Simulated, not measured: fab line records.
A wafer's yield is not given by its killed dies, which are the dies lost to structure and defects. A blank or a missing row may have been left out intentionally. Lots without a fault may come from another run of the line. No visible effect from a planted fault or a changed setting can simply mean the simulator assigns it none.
Which tool is to blame? / flow sky130 / Sampling: 13 lots, 39 wafers, 4 of 708 route steps

WHAT EACH GAUGE READ, for each wafer
SKY_PASSIVATION_THK_MEAS_01. Usual: PASSIVATION_CVD_00_THK 90.2 nm, standard deviation 1.1.
lot=L330; measured=day 43 20:42; on=filmMetro-04; PASSIVATION_CVD_00_THK (nm)=91.1 92.1 91.2; flag=
lot=L331; measured=day 44 04:18; on=filmMetro-04; PASSIVATION_CVD_00_THK (nm)=87.9 89.3 91.7; flag=
lot=L332; measured=day 44 10:50; on=filmMetro-02; PASSIVATION_CVD_00_THK (nm)=86.5 90.2 87.8; flag=
lot=L334; measured=day 45 01:59; on=filmMetro-01; PASSIVATION_CVD_00_THK (nm)=88.5 91.6 91.4; flag=
lot=L335; measured=day 45 08:55; on=filmMetro-02; PASSIVATION_CVD_00_THK (nm)=89.2 88.8 90.3; flag=
lot=L336; measured=day 45 19:25; on=filmMetro-01; PASSIVATION_CVD_00_THK (nm)=89.6 91.8 91.7; flag=
lot=L340; measured=day 47 10:24; on=filmMetro-01; PASSIVATION_CVD_00_THK (nm)=90.6 90.6 91.1; flag=
lot=L343; measured=day 47 15:32; on=filmMetro-02; PASSIVATION_CVD_00_THK (nm)=89.0 90.6 90.4; flag=
lot=L344; measured=day 47 17:18; on=filmMetro-02; PASSIVATION_CVD_00_THK (nm)=87.9 90.3 89.8; flag=
lot=L347; measured=day 48 16:04; on=filmMetro-02; PASSIVATION_CVD_00_THK (nm)=89.8 90.5 89.9; flag=
lot=L351; measured=day 49 02:46; on=filmMetro-04; PASSIVATION_CVD_00_THK (nm)=87.8 90.0 91.1; flag=
lot=L352; measured=day 49 11:11; on=filmMetro-04; PASSIVATION_CVD_00_THK (nm)=90.3 90.7 91.9; flag=
lot=L353; measured=day 49 23:17; on=filmMetro-04; PASSIVATION_CVD_00_THK (nm)=90.4 88.6 90.9; flag=

WHAT TOOL EACH LOT RAN ON (gives the tool, then ch and the chambers of the sampled wafers, and finally the start)
lot=L330; SKY_POLY_GATE_ETCH_15=rieDiel-02 ch 1,3, day 16 05:52; SKY_METAL5_SPUTTER_03=pvdSputter-04, day 42 20:03; SKY_METAL5_SPUTTER_04=pvdSputter-04, day 42 20:04
lot=L331; SKY_POLY_GATE_ETCH_15=rieDiel-02 ch 0,1,3, day 16 19:04; SKY_METAL5_SPUTTER_03=pvdSputter-01, day 43 03:56; SKY_METAL5_SPUTTER_04=pvdSputter-01, day 43 03:57
lot=L332; SKY_POLY_GATE_ETCH_15=rieDiel-03 ch 0,1, day 17 07:34; SKY_METAL5_SPUTTER_03=pvdSputter-03, day 43 10:48; SKY_METAL5_SPUTTER_04=pvdSputter-03, day 43 10:49
lot=L334; SKY_POLY_GATE_ETCH_15=rieDiel-02 ch 0,1,2, day 17 17:40; SKY_METAL5_SPUTTER_03=pvdSputter-04, day 44 03:04; SKY_METAL5_SPUTTER_04=pvdSputter-04, day 44 03:05
lot=L335; SKY_POLY_GATE_ETCH_15=rieDiel-02 ch 0,1,2, day 18 04:13; SKY_METAL5_SPUTTER_03=pvdSputter-01, day 44 10:46; SKY_METAL5_SPUTTER_04=pvdSputter-01, day 44 10:47
lot=L336; SKY_POLY_GATE_ETCH_15=rieDiel-02 ch 0,1, day 18 22:41; SKY_METAL5_SPUTTER_03=pvdSputter-01, day 44 21:43; SKY_METAL5_SPUTTER_04=pvdSputter-01, day 44 21:44
lot=L340; SKY_POLY_GATE_ETCH_15=rieDiel-02 ch 0,1, day 21 08:10; SKY_METAL5_SPUTTER_03=pvdSputter-03, day 46 13:10; SKY_METAL5_SPUTTER_04=pvdSputter-03, day 46 13:11
lot=L343; SKY_POLY_GATE_ETCH_15=rieDiel-02 ch 1,2,3, day 21 11:21; SKY_METAL5_SPUTTER_03=pvdSputter-03, day 46 17:52; SKY_METAL5_SPUTTER_04=pvdSputter-03, day 46 17:53
lot=L344; SKY_POLY_GATE_ETCH_15=rieDiel-02 ch 0,2,3, day 21 19:55; SKY_METAL5_SPUTTER_03=pvdSputter-01, day 46 20:46; SKY_METAL5_SPUTTER_04=pvdSputter-01, day 46 20:47
lot=L347; SKY_POLY_GATE_ETCH_15=rieDiel-01 ch 1,2,3, day 22 20:19; SKY_METAL5_SPUTTER_03=pvdSputter-03, day 47 19:36; SKY_METAL5_SPUTTER_04=pvdSputter-03, day 47 19:37
lot=L351; SKY_POLY_GATE_ETCH_15=rieDiel-01 ch 0,1,2, day 24 01:58; SKY_METAL5_SPUTTER_03=pvdSputter-03, day 48 06:58; SKY_METAL5_SPUTTER_04=pvdSputter-03, day 48 06:59
lot=L352; SKY_POLY_GATE_ETCH_15=rieDiel-03 ch 0,3, day 24 10:13; SKY_METAL5_SPUTTER_03=pvdSputter-03, day 48 14:56; SKY_METAL5_SPUTTER_04=pvdSputter-03, day 48 14:58
lot=L353; SKY_POLY_GATE_ETCH_15=rieDiel-01 ch 0,2, day 25 13:04; SKY_METAL5_SPUTTER_03=pvdSputter-03, day 49 05:02; SKY_METAL5_SPUTTER_04=pvdSputter-03, day 49 05:04
- SKY_POLY_GATE_ETCH_15: etches BARC in N2/H2, stops on SiO2, time 118.5 s, target depth 110 nm.
- SKY_METAL5_SPUTTER_03: material Ti, target thk 5 nm, time 3.3 s.
- SKY_METAL5_SPUTTER_04: material TiN, target thk 70 nm, time 58.3 s.

AS READ BY THE TOOLS THEMSELVES (means over the sampled wafers that have a number; for cases with no such wafer, the mark the record gives instead)
SKY_POLY_GATE_ETCH_15. Usual: drypumpMotorCurrentA 5.8 A, standard deviation 0.45; h2FlowSccm 200.0 sccm, standard deviation 0.54; n2FlowSccm 100.0 sccm, standard deviation 0.31; oesProductAu 0.716 a.u., standard deviation 0.0048; throttleValvePct 13.213 %, standard deviation 0.0092.
lot=L330; tool=rieDiel-02; drypumpMotorCurrentA (A)=5.5; h2FlowSccm (sccm)=199.9; n2FlowSccm (sccm)=100.1; oesProductAu (a.u.)=0.719; throttleValvePct (%)=13.215; flag=
lot=L331; tool=rieDiel-02; drypumpMotorCurrentA (A)=5.7; h2FlowSccm (sccm)=199.8; n2FlowSccm (sccm)=100.1; oesProductAu (a.u.)=0.713; throttleValvePct (%)=13.212; flag=
lot=L332; tool=rieDiel-03; drypumpMotorCurrentA (A)=5.7; h2FlowSccm (sccm)=200.3; n2FlowSccm (sccm)=99.9; oesProductAu (a.u.)=0.712; throttleValvePct (%)=13.211; flag=
lot=L334; tool=rieDiel-02; drypumpMotorCurrentA (A)=5.7; h2FlowSccm (sccm)=199.8; n2FlowSccm (sccm)=100.1; oesProductAu (a.u.)=0.716; throttleValvePct (%)=13.211; flag=
lot=L335; tool=rieDiel-02; drypumpMotorCurrentA (A)=5.7; h2FlowSccm (sccm)=200.1; n2FlowSccm (sccm)=99.9; oesProductAu (a.u.)=0.717; throttleValvePct (%)=13.218; flag=
lot=L336; tool=rieDiel-02; drypumpMotorCurrentA (A)=5.8; h2FlowSccm (sccm)=200.0; n2FlowSccm (sccm)=100.0; oesProductAu (a.u.)=0.714; throttleValvePct (%)=13.215; flag=
lot=L340; tool=rieDiel-02; drypumpMotorCurrentA (A)=5.8; h2FlowSccm (sccm)=199.9; n2FlowSccm (sccm)=99.9; oesProductAu (a.u.)=0.713; throttleValvePct (%)=13.215; flag=
lot=L343; tool=rieDiel-02; drypumpMotorCurrentA (A)=5.6; h2FlowSccm (sccm)=199.8; n2FlowSccm (sccm)=99.9; oesProductAu (a.u.)=0.718; throttleValvePct (%)=13.217; flag=
lot=L344; tool=rieDiel-02; drypumpMotorCurrentA (A)=6.1; h2FlowSccm (sccm)=200.1; n2FlowSccm (sccm)=100.2; oesProductAu (a.u.)=0.716; throttleValvePct (%)=13.215; flag=
lot=L347; tool=rieDiel-01; drypumpMotorCurrentA (A)=5.7; h2FlowSccm (sccm)=200.2; n2FlowSccm (sccm)=100.1; oesProductAu (a.u.)=0.714; throttleValvePct (%)=13.206; flag=
lot=L351; tool=rieDiel-01; drypumpMotorCurrentA (A)=5.7; h2FlowSccm (sccm)=200.0; n2FlowSccm (sccm)=100.4; oesProductAu (a.u.)=0.716; throttleValvePct (%)=13.221; flag=
lot=L352; tool=rieDiel-03; drypumpMotorCurrentA (A)=6.2; h2FlowSccm (sccm)=200.2; n2FlowSccm (sccm)=100.0; oesProductAu (a.u.)=0.716; throttleValvePct (%)=13.213; flag=
lot=L353; tool=rieDiel-01; drypumpMotorCurrentA (A)=5.8; h2FlowSccm (sccm)=199.9; n2FlowSccm (sccm)=100.0; oesProductAu (a.u.)=0.714; throttleValvePct (%)=13.205; flag=

SKY_METAL5_SPUTTER_03. Usual: 30.1 % for throttleValvePct, sd 0.95.
lot=L330; tool=pvdSputter-04; throttleValvePct (%)=30.2; flag=
lot=L331; tool=pvdSputter-01; throttleValvePct (%)=30.9; flag=
lot=L332; tool=pvdSputter-03; throttleValvePct (%)=30.8; flag=
lot=L334; tool=pvdSputter-04; throttleValvePct (%)=30.1; flag=
lot=L335; tool=pvdSputter-01; throttleValvePct (%)=30.7; flag=
lot=L336; tool=pvdSputter-01; throttleValvePct (%)=30.7; flag=
lot=L340; tool=pvdSputter-03; throttleValvePct (%)=30.7; flag=
lot=L343; tool=pvdSputter-03; throttleValvePct (%)=29.8; flag=
lot=L344; tool=pvdSputter-01; throttleValvePct (%)=30.1; flag=
lot=L347; tool=pvdSputter-03; throttleValvePct (%)=30.3; flag=
lot=L351; tool=pvdSputter-03; throttleValvePct (%)=30.0; flag=
lot=L352; tool=pvdSputter-03; throttleValvePct (%)=30.4; flag=
lot=L353; tool=pvdSputter-03; throttleValvePct (%)=30.2; flag=

SKY_METAL5_SPUTTER_04. Usual: 30.1 % for throttleValvePct, sd 0.95.
lot=L330; tool=pvdSputter-04; throttleValvePct (%)=30.3; flag=
lot=L331; tool=pvdSputter-01; throttleValvePct (%)=30.6; flag=
lot=L332; tool=pvdSputter-03; throttleValvePct (%)=30.6; flag=
lot=L334; tool=pvdSputter-04; throttleValvePct (%)=30.3; flag=
lot=L335; tool=pvdSputter-01; throttleValvePct (%)=30.8; flag=
lot=L336; tool=pvdSputter-01; throttleValvePct (%)=30.9; flag=
lot=L340; tool=pvdSputter-03; throttleValvePct (%)=30.7; flag=
lot=L343; tool=pvdSputter-03; throttleValvePct (%)=29.8; flag=
lot=L344; tool=pvdSputter-01; throttleValvePct (%)=29.9; flag=
lot=L347; tool=pvdSputter-03; throttleValvePct (%)=30.3; flag=
lot=L351; tool=pvdSputter-03; throttleValvePct (%)=29.9; flag=
lot=L352; tool=pvdSputter-03; throttleValvePct (%)=30.5; flag=
lot=L353; tool=pvdSputter-03; throttleValvePct (%)=30.1; flag=

THE ANSWER, worked out from the rows above alone
Rule: take the mean of a lot's wafers that have a number; if it is more than 3 standard deviations from the usual mean, the lot is off. Also off: a lot with no number at a reading for which 4 or more lots have one. Where the step has rows for the other lots, those lots are counted as sound. First the gauges in route order, then the tools' own readings, where a lot's mean is used as printed above. The first step at which some lot is off is used, and at that step the reading that is off furthest; a lot without a number counts as furthest.
No lot is off on any of the readings shown, so nothing can be concluded from this.

WHAT HAD BEEN PUT IN BY THE SIMULATOR
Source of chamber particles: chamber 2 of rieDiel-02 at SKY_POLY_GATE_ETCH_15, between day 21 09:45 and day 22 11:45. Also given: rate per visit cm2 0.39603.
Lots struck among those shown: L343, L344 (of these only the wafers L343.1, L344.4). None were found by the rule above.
